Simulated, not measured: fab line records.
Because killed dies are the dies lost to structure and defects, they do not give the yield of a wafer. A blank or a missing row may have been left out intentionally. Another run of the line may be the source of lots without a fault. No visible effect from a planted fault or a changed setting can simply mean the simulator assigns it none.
Which tool is to blame? / flow sky130 / Sampling: 7 lots, 21 wafers, 2 of 708 route steps

## WHAT THE GAUGES READ, wafer by wafer
SKY_CONTACT_THK_MEAS_03.
lot=L429; measured=day 31 04:29; on=film-metro-01; CONTACT_HDPCVD_THK (nm)=551 563 565
lot=L431; measured=day 31 20:31; on=film-metro-04; CONTACT_HDPCVD_THK (nm)=553 558 558
lot=L433; measured=day 32 18:14; on=film-metro-01; CONTACT_HDPCVD_THK (nm)=567 575 570
lot=L435; measured=day 33 02:24; on=film-metro-02; CONTACT_HDPCVD_THK (nm)=605 605 607
lot=L445; measured=day 36 10:21; on=film-metro-01; CONTACT_HDPCVD_THK (nm)=555 549 565
lot=L448; measured=day 37 02:27; on=film-metro-02; CONTACT_HDPCVD_THK (nm)=567 562 562
lot=L450; measured=day 37 17:16; on=film-metro-01; CONTACT_HDPCVD_THK (nm)=574 564 569

## WHAT TOOL EACH LOT RAN ON (gives the tool, then ch and the chambers of the sampled wafers, and finally the start)
lot=L429; SKY_CONTACT_HDPCVD_02=hdpcvd-01 ch 1,2, day 31 04:25
lot=L431; SKY_CONTACT_HDPCVD_02=hdpcvd-02 ch 1,2, day 31 20:27
lot=L433; SKY_CONTACT_HDPCVD_02=hdpcvd-01 ch 0,1,2, day 32 18:10
lot=L435; SKY_CONTACT_HDPCVD_02=hdpcvd-01 ch 0,1,2, day 33 02:20
lot=L445; SKY_CONTACT_HDPCVD_02=hdpcvd-02 ch 0,1,2, day 36 10:16
lot=L448; SKY_CONTACT_HDPCVD_02=hdpcvd-01 ch 0,1, day 37 02:22
lot=L450; SKY_CONTACT_HDPCVD_02=hdpcvd-01 ch 0,1, day 37 17:11
- SKY_CONTACT_HDPCVD_02: deposits SiO2, target thk 565 nm, time 94.2 s.

## THE ANSWER, worked out from the rows above alone
Rule: what is usual is taken from the lots themselves. The widest of any qualifying gaps counts: lots, ordered by their means at a reading, are off when they make up no more than a third of the lots, leave a main group of 4 or more, and stand apart from it by 3 or more times the standard deviation of that group's means. Not used: any main group whose means are identical at the precision the tables above print for the reading. A lot without any number at a reading at which 4 lots or more have one is off too. The other lots that the step has rows for count as sound.
Off: at SKY_CONTACT_THK_MEAS_03 (CONTACT_HDPCVD_THK), L435. Main group: mean 563 nm, sd 5.7.
A tool fits if, at a process step before that reading, it ran every lot that is off, and no sound lot after the first of them. The gauges at SKY_CONTACT_THK_MEAS_03 are tried like those tools. No candidate that was tried fits.

## WHAT THE SIMULATOR PUT IN
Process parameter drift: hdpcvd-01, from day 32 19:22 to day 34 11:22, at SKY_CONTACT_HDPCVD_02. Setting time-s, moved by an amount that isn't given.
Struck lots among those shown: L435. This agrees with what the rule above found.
